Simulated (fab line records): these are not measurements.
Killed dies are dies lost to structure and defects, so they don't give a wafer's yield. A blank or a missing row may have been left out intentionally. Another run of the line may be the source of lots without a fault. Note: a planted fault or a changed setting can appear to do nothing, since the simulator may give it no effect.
Which tool is to blame? -- flow sky130 -- 12 lots, 36 wafers sampled, at 4 steps of a route of 708

== WHAT THE GAUGES READ, wafer by wafer ==
SKY_METAL1_RS_MEAS_05: a four-point-probe measurement. Usual: METAL1_ALCU_RS gives 0.1263 ohm/sq (standard deviation 0.00097).
lot,measured,on,METAL1_ALCU_RS (ohm/sq),flag
L519,day 32 16:55,film-metro-04,0.1268 0.1269 0.1263,
L521,day 32 15:12,film-metro-01,0.1262 0.1263 0.1264,
L522,day 33 03:40,film-metro-04,0.1264 0.1263 0.1268,
L523,day 33 06:46,film-metro-04,0.1253 0.1263 0.1246,
L525,day 33 15:22,film-metro-01,0.1261 0.1250 0.1254,
L530,day 35 15:47,film-metro-03,0.1261 0.1279 0.1268,
L531,day 37 12:44,film-metro-03,0.1275 0.1273 0.1265,
L536,day 37 14:42,film-metro-03,0.1246 0.1262 0.1266,
L535,day 37 15:56,film-metro-03,0.1271 0.1269 0.1280,
L537,day 37 17:44,film-metro-03,0.1279 0.1264 0.1273,
L538,day 38 06:40,film-metro-03,0.1271 0.1265 0.1275,
L541,day 39 11:45,film-metro-03,0.1249 0.1244 0.1257,

SKY_VIA2_OVL_MEAS_13. Usual: VIA2_OVL gives 3 nm (standard deviation 4.9).
lot,measured,on,VIA2_OVL (nm),flag
L519,day 37 08:01,overlay-02,9 6 -1,
L521,day 37 06:42,overlay-02,-7 2 -7,
L522,day 37 18:53,overlay-01,8 0 3,
L523,day 37 19:54,overlay-02,3 -6 -3,
L525,day 38 07:04,overlay-01,-6 10 -5,
L530,day 40 02:04,overlay-01,2 -7 -4,
L531,day 41 20:18,overlay-01,-1 4 6,
L536,day 41 22:10,overlay-02,3 4 3,
L535,day 42 00:33,overlay-01,10 -1 3,
L537,day 42 01:29,overlay-01,-8 7 4,
L538,day 42 09:52,overlay-02,4 4 5,
L541,day 43 15:48,overlay-01,-2 11 7,

== TOOL THAT RAN EACH LOT (tool first, then ch and the chambers of the sampled wafers, then the start) ==
lot,SKY_LDD_P_SOFTBAKE_03,SKY_LOCAL_INTERCONNECT_STRIP_15
L519,"litho-track-02 ch 0, day 18 20:23","plasma-asher-03 ch 0,1, day 31 09:54"
L521,"litho-track-03 ch 0, day 19 09:54","plasma-asher-01 ch 0,1, day 31 09:12"
L522,"litho-track-03 ch 0, day 20 00:48","plasma-asher-04 ch 0,1, day 31 20:57"
L523,"litho-track-02 ch 0, day 20 06:21","plasma-asher-01 ch 0,1, day 31 23:41"
L525,"litho-track-02 ch 0, day 20 15:44","plasma-asher-03 ch 0,1, day 32 09:33"
L530,"litho-track-03 ch 0, day 23 01:59","plasma-asher-01 ch 0,1, day 34 10:10"
L531,"litho-track-01 ch 0, day 25 00:22","plasma-asher-03 ch 0,1, day 36 06:48"
L536,"litho-track-03 ch 0, day 25 02:21","plasma-asher-04 ch 0,1, day 36 09:06"
L535,"litho-track-01 ch 0, day 25 02:53","plasma-asher-01 ch 0,1, day 36 10:15"
L537,"litho-track-02 ch 0, day 25 07:26","plasma-asher-01 ch 0,1, day 36 12:49"
L538,"litho-track-03 ch 0, day 25 21:05","plasma-asher-03 ch 0,1, day 37 02:06"
L541,"litho-track-02 ch 0, day 27 05:00","plasma-asher-04 ch 0,1, day 38 07:43"
- SKY_LDD_P_SOFTBAKE_03: time 60 s.
- SKY_LOCAL_INTERCONNECT_STRIP_15: strips in O2/N2.

== WHAT THE TOOLS THEMSELVES READ (means of the sampled wafers that have a number; where no wafer has one, the mark that the record gives instead) ==
SKY_LDD_P_SOFTBAKE_03. Usual: exhaust-pa 45.0 Pa, standard deviation 0.91; heater-power-total-W 56.60 W, standard deviation 0.043; plate-temp-C 90.00 C, standard deviation 0.13.
lot,tool,exhaust-pa (Pa),heater-power-total-W (W),plate-temp-C (C),flag
L519,litho-track-02,44.7,56.61,89.99,
L521,litho-track-03,44.5,56.60,89.95,
L522,litho-track-03,44.7,56.60,89.98,
L523,litho-track-02,44.5,56.60,90.04,
L525,litho-track-02,46.2,56.64,90.10,
L530,litho-track-03,45.2,56.61,90.04,
L531,litho-track-01,45.0,54.07,87.11,OFF
L536,litho-track-03,44.2,56.61,90.06,
L535,litho-track-01,45.6,54.07,87.10,OFF
L537,litho-track-02,44.5,56.62,90.05,
L538,litho-track-03,44.8,56.60,89.90,
L541,litho-track-02,45.2,56.63,89.85,

SKY_LOCAL_INTERCONNECT_STRIP_15. Usual: chamber-pressure-mTorr 1499.9 mTorr, standard deviation 1.4; drypump-motor-current-A 6.1 A, standard deviation 0.34; oes-product-au 0.427 a.u., standard deviation 0.0047; strip-time-to-endpoint-s 4.732 s, standard deviation 0.02.
lot,tool,chamber-pressure-mTorr (mTorr),drypump-motor-current-A (A),oes-product-au (a.u.),strip-time-to-endpoint-s (s),flag
L519,plasma-asher-03,1500.9,6.1,0.428,4.753,
L521,plasma-asher-01,1500.9,5.7,0.429,4.753,
L522,plasma-asher-04,1500.1,6.3,0.432,4.731,
L523,plasma-asher-01,1499.9,5.6,0.428,4.709,
L525,plasma-asher-03,1499.8,6.3,0.427,4.710,
L530,plasma-asher-01,1500.9,5.6,0.427,4.762,
L531,plasma-asher-03,1500.3,6.3,0.427,4.732,
L536,plasma-asher-04,1501.2,6.2,0.426,4.727,
L535,plasma-asher-01,1500.7,5.7,0.423,4.718,
L537,plasma-asher-01,1499.5,5.6,0.430,4.721,
L538,plasma-asher-03,1498.1,6.3,0.429,4.719,
L541,plasma-asher-04,1498.8,6.2,0.428,4.729,

== THE ANSWER, worked out from the rows above alone ==
Rule: lot off if the mean of its wafers having a number is beyond 3 standard deviations from the usual mean. Also off: a lot with no number at a reading for which 4 or more lots have one. The other lots that the step has rows for count as sound. After the gauges, taken in route order, come the tools' own readings; for these a lot's mean is taken, as printed above. At the first step where some lot is off, the reading lying furthest off is the one used; lots without a number count as furthest.
Off, at SKY_LDD_P_SOFTBAKE_03 on heater-power-total-W: L531, L535.
If a tool, at that step or one of the process steps before it, ran each lot that is off and ran no sound lot following the first of them, it fits. One fits: litho-track-01 at SKY_LDD_P_SOFTBAKE_03. It ran no sound lot before its first lot that is off in this sample, so the start can't be narrowed down.
The tool's own readings at SKY_LDD_P_SOFTBAKE_03 bear it out: on the lots that are off they differ by more than 5 times the standard deviation of the sound lots' means. heater-power-total-W reads 54.07 W there against 56.61 W on the sound lots; plate-temp-C reads 87.10 C there against 90.00 C on the sound lots.

== WHAT THE SIMULATOR PUT IN ==
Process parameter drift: litho-track-01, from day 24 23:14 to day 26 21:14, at SKY_LDD_P_SOFTBAKE_03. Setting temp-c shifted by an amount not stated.
Struck lots among those shown: L531, L535. The rule above found the same.
